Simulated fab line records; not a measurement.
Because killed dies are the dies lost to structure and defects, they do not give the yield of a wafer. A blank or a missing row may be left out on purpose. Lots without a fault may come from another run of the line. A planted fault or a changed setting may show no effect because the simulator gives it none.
What tool caused it?    flow gf180mcu    Sampling: 14 lots, 42 wafers, 5 of 602 route steps

== WHAT THE GAUGES SHOWED, per wafer ==
GF_MVPSD_OVL_MEAS_07.
lot   measured      on          MVPSD_OVL (nm)
L178  day 5 01:29   overlay-02  -2.0 -3.0 -3.7
L179  day 5 06:28   overlay-01  -0.5 1.0 -0.2
L181  day 5 15:28   overlay-01  0.0 1.0 -1.0
L182  day 5 23:13   overlay-01  0.6 0.0 -0.4
L183  day 6 04:31   overlay-02  -0.9 -1.0 -1.0
L184  day 6 11:29   overlay-01  -1.3 -0.7 -1.8
L185  day 6 18:06   overlay-02  -2.0 -2.3 -1.9
L186  day 6 23:44   overlay-02  -130.6 -130.9 -131.0
L189  day 7 18:39   overlay-02  -131.1 -130.5 -130.7
L190  day 7 23:33   overlay-02  -0.5 -0.7 0.0
L196  day 9 11:07   overlay-02  0.4 1.2 0.5
L197  day 9 17:27   overlay-01  -0.7 0.5 -0.8
L198  day 10 00:54  overlay-01  0.5 1.7 0.2
L201  day 10 18:16  overlay-01  -0.4 -1.9 -0.3

GF_CONTACT_THK_MEAS_26: measures by xrf.
lot   measured      on             CONTACT_W_THK (nm)
L178  day 16 00:43  film-metro-02  306 305 304
L179  day 16 11:23  film-metro-02  309 305 305
L181  day 16 19:08  film-metro-04  299 303 300
L182  day 17 10:39  film-metro-04  303 304 302
L183  day 17 18:55  film-metro-03  300 305 303
L184  day 18 05:23  film-metro-03  297 296 295
L185  day 18 16:11  film-metro-04  303 303 303
L186  day 19 03:51  film-metro-04  308 304 308
L189  day 20 13:08  film-metro-02  302 304 305
L190  day 20 13:24  film-metro-04  295 301 301
L196  day 22 17:50  film-metro-03  299 301 299
L197  day 22 22:54  film-metro-04  299 298 302
L198  day 23 08:51  film-metro-02  307 301 303
L201  day 24 04:55  film-metro-04  295 296 297

== WHICH TOOL RAN EACH LOT (tool, then ch and the chambers of the sampled wafers, then the start) ==
lot   GF_MVPSD_EXPOSE_04                   GF_SALICIDE_SPUTTER_03        GF_CONTACT_ETCH_17
L178  iline-stepper-02 ch 0, day 4 18:30   pvd-sputter-01, day 15 01:08  rie-diel-01 ch 0,1,3, day 16 00:43 or earlier
L179  iline-stepper-02 ch 0, day 4 23:37   pvd-sputter-04, day 15 11:14  rie-diel-03 ch 0,2, day 16 11:23 or earlier
L181  iline-stepper-02 ch 0, day 5 08:13   pvd-sputter-04, day 15 19:25  rie-diel-01 ch 0,1,2, day 16 19:08 or earlier
L182  iline-stepper-02 ch 0, day 5 16:43   pvd-sputter-04, day 16 10:23  rie-diel-01 ch 0,1,2, day 17 10:39 or earlier
L183  iline-stepper-01 ch 0, day 5 21:20   pvd-sputter-03, day 16 18:02  rie-diel-04 ch 0,1,2, day 17 18:55 or earlier
L184  iline-stepper-02 ch 0, day 6 04:35   pvd-sputter-01, day 17 04:34  rie-diel-03 ch 0,3, day 18 05:23 or earlier
L185  iline-stepper-01 ch 0, day 6 10:55   pvd-sputter-03, day 17 14:54  rie-diel-01 ch 1,3, day 18 16:11 or earlier
L186  iline-stepper-01 ch 0, day 6 15:44   pvd-sputter-01, day 18 01:49  rie-diel-03 ch 0,1,3, day 19 03:51 or earlier
L189  iline-stepper-01 ch 0, day 7 11:02   pvd-sputter-01, day 19 10:16  rie-diel-01 ch 0,2,3, day 20 13:08 or earlier
L190  iline-stepper-02 ch 0, day 7 15:59   pvd-sputter-04, day 19 10:33  rie-diel-03 ch 1,2,3, day 20 13:24 or earlier
L196  iline-stepper-02 ch 0, day 9 02:52   pvd-sputter-04, day 21 16:39  rie-diel-01 ch 0,1,2, day 22 17:50 or earlier
L197  iline-stepper-02 ch 0, day 9 08:55   pvd-sputter-03, day 21 21:07  rie-diel-04 ch 1,3, day 22 22:54 or earlier
L198  iline-stepper-02 ch 0, day 9 16:08   pvd-sputter-04, day 22 07:26  rie-diel-03 ch 0,1,3, day 23 08:51 or earlier
L201  iline-stepper-02 ch 0, day 10 09:46  pvd-sputter-03, day 23 04:40  rie-diel-03 ch 0,2,3, day 24 04:55 or earlier
- GF_MVPSD_EXPOSE_04: exposes mask MVPSD, target cd 1000 nm.
- GF_SALICIDE_SPUTTER_03: material TiN, target thk 20 nm, time 16.7 s.
- GF_CONTACT_ETCH_17: etches SiO2 in C4F8/O2/Ar, stops on CoSi2, target depth 860 nm.

== AS READ BY THE TOOLS THEMSELVES (means over the sampled wafers that have a number; for cases with no such wafer, the mark the record gives instead) ==
GF_SALICIDE_SPUTTER_03.
lot   tool            throttle-valve-pct (%)
L178  pvd-sputter-01  30.8
L179  pvd-sputter-04  30.5
L181  pvd-sputter-04  30.3
L182  pvd-sputter-04  29.6
L183  pvd-sputter-03  30.5
L184  pvd-sputter-01  30.2
L185  pvd-sputter-03  30.4
L186  pvd-sputter-01  30.2
L189  pvd-sputter-01  30.8
L190  pvd-sputter-04  29.0
L196  pvd-sputter-04  29.1
L197  pvd-sputter-03  30.1
L198  pvd-sputter-04  29.2
L201  pvd-sputter-03  30.5

GF_CONTACT_ETCH_17.
lot   tool         bias-w (W)  oes-product-au (a.u.)
L178  rie-diel-01  1198        0.810
L179  rie-diel-03  1204        0.809
L181  rie-diel-01  1199        0.812
L182  rie-diel-01  1195        0.808
L183  rie-diel-04  1199        0.815
L184  rie-diel-03  1200        0.814
L185  rie-diel-01  1200        0.806
L186  rie-diel-03  1200        0.815
L189  rie-diel-01  1202        0.813
L190  rie-diel-03  1200        0.808
L196  rie-diel-01  1194        0.816
L197  rie-diel-04  1197        0.811
L198  rie-diel-03  1203        0.810
L201  rie-diel-03  1199        0.817

== THE ANSWER, worked out from the rows above alone ==
Rule: the lots themselves supply what counts as usual. The widest of any qualifying gaps counts: lots, ordered by their means at a reading, are off when they make up no more than a third of the lots, leave a main group of 4 or more, and stand apart from it by 3 or more times the standard deviation of that group's means. The tables above print the reading to a certain number of digits; a main group whose means all agree to those digits is not used. A lot without any number at a reading at which 4 lots or more have one is off too. The other lots that the step has rows for count as sound. The gauges are gone through in route order, then the tools' own readings, and for those a lot's mean is taken as printed above. The first step at which some lot is off is used, and at that step the reading that is off furthest; a lot without a number counts as furthest.
Off: L186, L189, seen at GF_MVPSD_OVL_MEAS_07 (MVPSD_OVL). Mean -0.6 nm and standard deviation 1 in the main group.
A tool fits if, at a process step before that reading, it ran every lot that is off, and no sound lot after the first of them. The gauges at GF_MVPSD_OVL_MEAS_07 are tried like those tools. One fits: iline-stepper-01 at GF_MVPSD_EXPOSE_04. A fault onset in the window from L185 (day 6 10:55, its last sound lot) to L186 (day 6 15:44, its first lot off) fits.

== WHAT THE SIMULATOR HAD INSERTED ==
Scanner matching overlay: iline-stepper-01, from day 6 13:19 on, at GF_MVPSD_EXPOSE_04. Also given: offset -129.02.
Lots struck among those shown: L186, L189. The rule given above showed the same thing.
